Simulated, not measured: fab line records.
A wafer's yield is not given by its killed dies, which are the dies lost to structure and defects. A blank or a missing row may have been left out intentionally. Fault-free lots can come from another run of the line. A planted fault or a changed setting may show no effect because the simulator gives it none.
The tool behind it: which one?	flow sky130	21 wafers from 7 lots sampled at 2 of the route's 708 steps

## WHAT EACH GAUGE READ, for each wafer
SKY_SD_P_CD_MEAS_07: the cd target is 380 nm.
lot	measured	on	cd_nm (nm)
L745	day 26 07:26	cd_sem-02	377.0 378.6 377.8
L747	day 27 09:02	cd_sem-02	380.3 377.2 377.1
L749	day 27 13:55	cd_sem-01	379.4 378.6 378.9
L751	day 28 11:14	cd_sem-02	378.5 374.7 378.5
L753	day 28 21:16	cd_sem-01	374.1 376.1 371.6
L759	day 31 10:14	cd_sem-01	289.0 288.8 288.4
L763	day 32 01:40	cd_sem-01	373.0 376.1 375.7

## WHAT TOOL EACH LOT RAN ON (gives the tool, then ch and the chambers of the sampled wafers, and finally the start)
lot	SKY_SD_P_DEVELOP_06
L745	litho_track-03 ch 0, day 26 07:17
L747	litho_track-02 ch 0, day 27 08:53
L749	litho_track-03 ch 0, day 27 13:46
L751	litho_track-03 ch 0, day 28 11:05
L753	litho_track-02 ch 0, day 28 21:08
L759	litho_track-03 ch 0, day 31 10:05
L763	litho_track-02 ch 0, day 32 01:31
- SKY_SD_P_DEVELOP_06: develop time 60 s.

## THE ANSWER, worked out from the rows above alone
Rule: the lots themselves supply what counts as usual. The widest of any qualifying gaps counts: lots, ordered by their means at a reading, are off when they make up no more than a third of the lots, leave a main group of 4 or more, and stand apart from it by 3 or more times the standard deviation of that group's means. A main group is skipped when, at the precision printed for the reading in the tables above, its means are all equal. A lot without any number at a reading at which 4 lots or more have one is off too. The other lots that the step has rows for count as sound.
Off, at SKY_SD_P_CD_MEAS_07 on cd_nm: L759. Mean 376.8 nm and standard deviation 1.8 in the main group.
A tool fits if, at a process step before that reading, it ran every lot that is off, and no sound lot after the first of them. Those tools and the gauges at SKY_SD_P_CD_MEAS_07 are tried in the same way. One candidate fits, namely litho_track-03 at SKY_SD_P_DEVELOP_06. A fault onset in the window from L751 (day 28 11:05, its last sound lot) to L759 (day 31 10:05, its first lot off) fits.

## WHAT WAS PUT IN BY THE SIMULATOR
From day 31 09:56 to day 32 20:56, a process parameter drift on litho_track-03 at SKY_SD_P_DEVELOP_06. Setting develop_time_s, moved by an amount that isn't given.
Shown lots that were struck: L759. The rule given above showed the same thing.
